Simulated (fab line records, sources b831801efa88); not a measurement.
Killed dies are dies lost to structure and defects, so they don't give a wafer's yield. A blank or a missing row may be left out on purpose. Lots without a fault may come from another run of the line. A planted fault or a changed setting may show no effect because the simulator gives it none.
Problem report in the 8D (eight disciplines) form, filled by code | flow sky130 | the parts of the form that need people (team, actions taken, sign-off) are left out

1. THE PROBLEM
oes_product_au at SKY_METAL4_ETCH_16 reads a mean of 0.980 a.u. on 2 wafers of 2 lots; wafers without a fault read 0.626 a.u. with a standard deviation of 0.0045. That is +79 standard deviations from the usual mean.
The step: etches BARC in N2/H2, stops on SiO2, time 88.2 s, target depth 60 nm.
First seen on wafer L696.5, day 45 12:59, on rie_metal-02. The record holds 32 wafers of 11 lots with a number at this step. Rule for "out", or "out of limits": more than 4 standard deviations from the usual mean. The other wafers with a number count as sound.

2. WHAT IT IS AND WHAT IT IS NOT
question                    | is                           | is not
which readings at this step | oes_product_au, run_length_s | chamber_pressure_mTorr, drypump_motor_current_A
which lots                  | L696, L698                   | L683, L684, L685, L686, L688, L689, L701, L704, L705
which wafers of those lots  | L696.5, L698.5               | L696.4, L696.6, L698.4
read on which tools         | rie_metal-02                 | rie_metal-01, rie_metal-03
when                        | from day 45 12:59            | up to then (20 sound wafers); but 10 sound wafers of L698, L701, L704, L705 came after

3. SUSPECTS, AND WHAT RULES EACH OUT
Counting: a tool at a process step up to the reading stays a suspect if it ran every lot that is out. Sound lots after the first of them don't rule it out here, since some wafers of a struck lot are sound.
- rie_metal-02 at SKY_METAL4_ETCH_16 (etches BARC in N2/H2, stops on SiO2, time 88.2 s, target depth 60 nm): kept. It ran every lot that is out, first L696 (day 45 12:59); its last sound lot up to then is L688 (day 43 04:46). Its own readings are out on those wafers: oes_product_au, run_length_s.
- Within rie_metal-02 at SKY_METAL4_ETCH_16: the wafers that are out ran in chamber 0; their sound lot-mates ran in chamber 1.
Left after counting: rie_metal-02 at SKY_METAL4_ETCH_16.

4. THE CAUSE (what the simulator had put in)
Process parameter drift: rie_metal-02, from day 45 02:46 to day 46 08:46, at SKY_METAL4_ETCH_16. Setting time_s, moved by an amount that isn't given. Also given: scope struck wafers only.
Counting left only this tool.

5. THE CHAIN OF EFFECTS, in route order
Each row: a reading whose mean over the struck wafers that have a number lies more than 3 standard deviations from the usual. Only readings for which the record gives a usual standard deviation are gone through. hours: the time from each lot's start at the first step in this table that gives one to its start at this step, as a median over the lots. sigmas: the change in usual standard deviations.
hours | step                  | reading                  | usual      | on struck wafers | change | sigmas
0     | SKY_METAL4_ETCH_16    | oes_product_au           | 0.626 a.u. | 0.980            | +0.354 | +79
0     | SKY_METAL4_ETCH_16    | run_length_s             | 116.8 s    | 77.7             | -39.1  | -39
0     | SKY_METAL4_ETCH_16    | throttle_valve_pct       | 13.205 %   | 13.244           | +0.039 | +4.7
0     | SKY_METAL4_STRIP_19   | strip_time_to_endpoint_s | 6.59 s     | 6.78             | +0.19  | +3.1
85    | SKY_PAD_OPEN_PROBE_99 | killed_at_front_end      | 16         | 32               | +16    | +3.3
The process steps in it:
- SKY_METAL4_ETCH_16: etches BARC in N2/H2, stops on SiO2, time 88.2 s, target depth 60 nm.
- SKY_METAL4_STRIP_19: strips in O2/N2.
- SKY_PAD_OPEN_PROBE_99
Readings that are blank on the struck wafers while sound wafers have them: bias_w at SKY_METAL4_ETCH_16.

6. WHAT WOULD HAVE CAUGHT IT SOONER
In this record the first reading out of limits was taken at day 45 12:59, 10 hours after the fault began at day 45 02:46.
